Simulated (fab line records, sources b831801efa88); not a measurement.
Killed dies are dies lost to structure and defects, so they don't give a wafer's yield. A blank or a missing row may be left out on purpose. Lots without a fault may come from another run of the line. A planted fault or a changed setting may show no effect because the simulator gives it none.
fab line records | flow sfq_line
record lots=15 wafers=45 last_day=91
route steps=325 shown I6@271 M8@318
lots that met no fault: from a run of the same line without faults
start_h: hours from the record's first day to the start of the lot's first wafer shown | wait_h: hours since the lot's step before | " the same as in the row above | L1.1+2: a row that stands for several wafers | - no value, or no start given | * or withheld: withheld | < > ~ a bound
route shown NAME@n: a module of which the file shows steps, and the number in the route of the first | usual: mean/standard deviation of fault-free wafers | same: alike in all rows | chamber/n: place in a boat | sites: the reading at each site | _std_site: their standard deviation | _edge_site: outer sites' mean less inner sites' | radius_mm: how far each site lies from the wafer's centre | mask NAME#n: copy n | behind: the tool/chamber that last shaped the wafer | hold: why the lot was held/for how many hours/how that ended | device: the transistor (n, p or np) that didn't switch | end of line: the same wafers' tests at the end of the route | a step without rows: its recipe alone | killed: dies lost to structure and defects at the first sort, not the wafer's yield | map: a wafer's dies, x killed, . not, _ none there
set.NAME: the setting as run; set.NAME@STEP: as run at that earlier step | model.NAME: the simulator's own value behind a step, which no gauge read
steps of the route over a sample of lots; a table a step, a row a wafer
## steps
# step SFQ_TRILAYER_I6_VIA_LITHO_COAT_169
# recipe resist=KrF spin_rpm=3000 resist_thk_nm=650
# usual chill_plate_temp_C=23.00/0.1 spin_speed_rpm=3000.0/2
# columns lot.wafer tool chamber start_h wait_h chill_plate_temp_C spin_speed_rpm
L809.3 litho_track-04 0 1717.85 0.2 23.21 3002.4
L809.5 " 0 " " 23.04 3000.7
L809.6 " 0 " " 23.12 3000.2
L810.1 litho_track-02 0 1720.15 0.2 23.07 2997.9
L810.4 " 0 " " 23.13 3001.0
L810.6 " 0 " " 23.04 3000.5
L811.4 litho_track-01 0 1723.81 0.2 22.96 2997.8
L811.5 " 0 " " 23.00 3000.6
L811.6 " 0 " " 23.07 3000.1
L812.1 litho_track-04 0 1726.66 0.2 23.11 2996.8
L812.4 " 0 " " 23.05 3001.3
L812.6 " 0 " " 23.10 2997.5
L814.2 litho_track-04 0 1735.71 0.2 23.10 3002.1
L814.4 " 0 " " 23.15 3007.2
L814.6 " 0 " " 23.13 3002.1
L815.3 litho_track-02 0 1739.36 0.2 22.98 2996.7
L815.4 " 0 " " 22.99 3003.6
L815.6 " 0 " " 22.93 3000.7
L817.2 litho_track-04 0 1769.56 0.2 22.82 2997.0
L817.3 " 0 " " 23.00 2998.3
L817.5 " 0 " " 23.01 2999.6
L823.2 litho_track-04 0 1819.90 0.2 23.04 2692.3
L823.3 " 0 " " 22.90 2694.5
L823.5 " 0 " " 23.15 2694.7
L824.3 litho_track-04 0 1824.99 0.2 23.04 2686.3
L824.4 " 0 " " 22.98 2692.6
L824.6 " 0 " " 23.02 2693.3
L825.1 litho_track-04 0 1830.89 0.2 22.92 2697.9
L825.4 " 0 " " 22.91 2694.3
L825.6 " 0 " " 22.96 2694.4
L826.1 litho_track-01 0 1834.85 0.2 22.98 3000.5
L826.2 " 0 " " 22.93 2999.9
L826.4 " 0 " " 23.14 3000.7
L828.2 litho_track-01 0 1851.94 0.2 23.17 3000.4
L828.4 " 0 " " 23.03 3002.4
L828.6 " 0 " " 23.10 2999.2
L829.2 litho_track-02 0 1856.74 0.2 22.88 3001.2
L829.3 " 0 " " 22.73 2999.4
L829.4 " 0 " " 22.93 3002.2
L830.1 litho_track-01 0 1859.69 0.2 23.03 2997.4
L830.5 " 0 " " 22.89 3001.3
L830.6 " 0 " " 22.94 2999.4
L831.2 litho_track-01 0 1862.74 0.2 23.10 3000.3
L831.3 " 0 " " 23.08 2998.3
L831.5 " 0 " " 22.99 2998.4
# step SFQ_M8_OVL_MEAS_948
# usual M8_OVL=2/4.7
# columns lot.wafer tool chamber start_h wait_h M8_OVL[nm]
L809.3 overlay-02 - 1930.82 0.1 -4
L809.5 " - " " 4
L809.6 " - " " -1
L810.1 overlay-02 - 1935.61 0.1 -5
L810.4 " - " " -3
L810.6 " - " " -1
L811.4 overlay-01 - 1937.99 0.1 3
L811.5 " - " " -1
L811.6 " - " " -1
L812.1 overlay-01 - 1939.17 0.1 -5
L812.4 " - " " -2
L812.6 " - " " 2
L814.2 overlay-01 - 1945.35 0.1 0
L814.4 " - " " -1
L814.6 " - " " -9
L815.3 overlay-01 - 1948.78 0.1 -7
L815.4 " - " " -6
L815.6 " - " " -4
L817.2 overlay-01 - 1980.92 0.1 -3
L817.3 " - " " 1
L817.5 " - " " 3
L823.2 overlay-02 - 2020.06 0.1 2
L823.3 " - " " 3
L823.5 " - " " -1
L824.3 overlay-02 - 2075.22 0.1 -1
L824.4 " - " " -1
L824.6 " - " " 2
L825.1 overlay-01 - 2087.04 0.1 -1
L825.4 " - " " -2
L825.6 " - " " 5
L826.1 overlay-01 - 2092.89 0.1 2
L826.2 " - " " 0
L826.4 " - " " 6
L828.2 overlay-01 - 2175.80 0.1 -1
L828.4 " - " " -6
L828.6 " - " " -1
L829.2 overlay-01 - 2180.60 0.1 -1
L829.3 " - " " 5
L829.4 " - " " 0
L830.1 overlay-01 - 2183.00 0.1 8
L830.5 " - " " 10
L830.6 " - " " 6
L831.2 overlay-02 - 2184.20 0.1 4
L831.3 " - " " 5
L831.5 " - " " 4
# step SFQ_M8_RS_MEAS_949
# recipe thk_meas_gauge=four-point-probe reads=Au_of_TRILAYER_M8_DEP_EVAP_196+Pt_of_TRILAYER_M8_DEP_EVAP_198+Ti_of_TRILAYER_M8_DEP_EVAP_197
# usual M8_AU_RS=0.1595/0.0021
# columns lot.wafer tool chamber start_h wait_h M8_AU_RS[ohm/sq]
L809.3 film_metro-01 - 1931.63 0.3 0.1615
L809.5 " - " " 0.1601
L809.6 " - " " 0.1587
L810.1 film_metro-01 - 1936.39 0.3 0.1602
L810.4 " - " " 0.1601
L810.6 " - " " 0.1625
L811.4 film_metro-01 - 1938.81 0.3 0.1606
L811.5 " - " " 0.1604
L811.6 " - " " 0.1612
L812.1 film_metro-01 - 1939.95 0.3 0.1594
L812.4 " - " " 0.1606
L812.6 " - " " 0.1593
L814.2 film_metro-04 - 1946.89 0.5 0.1626
L814.4 " - " " 0.1621
L814.6 " - " " 0.1640
L815.3 film_metro-01 - 1949.59 0.3 0.1593
L815.4 " - " " 0.1595
L815.6 " - " " 0.1602
L817.2 film_metro-04 - 1981.72 0.3 0.1629
L817.3 " - " " 0.1608
L817.5 " - " " 0.1621
L823.2 film_metro-01 - 2020.85 0.3 0.1584
L823.3 " - " " 0.1581
L823.5 " - " " 0.1592
L824.3 film_metro-04 - 2076.03 0.3 0.1573
L824.4 " - " " 0.1569
L824.6 " - " " 0.1595
L825.1 film_metro-01 - 2087.82 0.3 0.1603
L825.4 " - " " 0.1596
L825.6 " - " " 0.1596
L826.1 film_metro-04 - 2093.67 0.3 0.1619
L826.2 " - " " 0.1585
L826.4 " - " " 0.1597
L828.2 film_metro-01 - 2176.60 0.3 0.1570
L828.4 " - " " 0.1561
L828.6 " - " " 0.1578
L829.2 film_metro-01 - 2181.46 0.3 0.1554
L829.3 " - " " 0.1543
L829.4 " - " " 0.1536
L830.1 film_metro-02 - 2183.78 0.3 0.1590
L830.5 " - " " 0.1567
L830.6 " - " " 0.1572
L831.2 film_metro-04 - 2185.06 0.3 0.1621
L831.3 " - " " 0.1624
L831.5 " - " " 0.1599
# step SFQ_M8_BOW_MEAS_951
# recipe mode=bow
# usual M8_BOW=6/11
# columns lot.wafer tool chamber start_h wait_h M8_BOW[um]
L809.3 film_metro-02 - 1931.99 0.0 6
L809.5 " - " " 4
L809.6 " - " " 20
L810.1 film_metro-02 - 1936.75 0.0 6
L810.4 " - " " 0
L810.6 " - " " -4
L811.4 film_metro-02 - 1939.17 0.1 1
L811.5 " - " " 16
L811.6 " - " " 7
L812.1 film_metro-02 - 1940.31 0.0 0
L812.4 " - " " -3
L812.6 " - " " -8
L814.2 film_metro-02 - 1947.25 0.0 -6
L814.4 " - " " -1
L814.6 " - " " 2
L815.3 film_metro-01 - 1949.95 0.0 3
L815.4 " - " " 13
L815.6 " - " " 10
L817.2 film_metro-02 - 1982.07 0.0 6
L817.3 " - " " 11
L817.5 " - " " 3
L823.2 film_metro-04 - 2021.38 0.0 -24
L823.3 " - " " -27
L823.5 " - " " -26
L824.3 film_metro-02 - 2076.38 0.0 2
L824.4 " - " " 6
L824.6 " - " " 6
L825.1 film_metro-04 - 2088.17 0.0 22
L825.4 " - " " 16
L825.6 " - " " 12
L826.1 film_metro-01 - 2094.02 0.0 18
L826.2 " - " " 18
L826.4 " - " " 18
L828.2 film_metro-04 - 2176.95 0.0 8
L828.4 " - " " 0
L828.6 " - " " 6
L829.2 film_metro-04 - 2181.81 0.0 -4
L829.3 " - " " -3
L829.4 " - " " 2
L830.1 film_metro-01 - 2184.15 0.0 12
L830.5 " - " " 21
L830.6 " - " " 6
L831.2 film_metro-02 - 2185.41 0.0 17
L831.3 " - " " 12
L831.5 " - " " 21
## key
first_sign step=SFQ_TRILAYER_I6_VIA_LITHO_COAT_169 reading=spin_speed_rpm direction=down sigmas=99+ usual=3000.0 struck=2693.4
effect none on later readings
met_at SFQ_TRILAYER_I6_VIA_LITHO_COAT_169
struck_lots L823,L824,L825
not_acting_at SFQ_M8_OVL_MEAS_948,SFQ_M8_RS_MEAS_949,SFQ_M8_BOW_MEAS_951
onset_between 1769.56 1819.90
fault kind=process_parameter_drift tool=litho_track-04 chamber=- onset_h=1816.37 steps=SFQ_TRILAYER_I6_VIA_LITHO_COAT_169 channel=spin_rpm offset=-306.1 shape=step end_h=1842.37 acts_in=these_recipes_only stated=3000
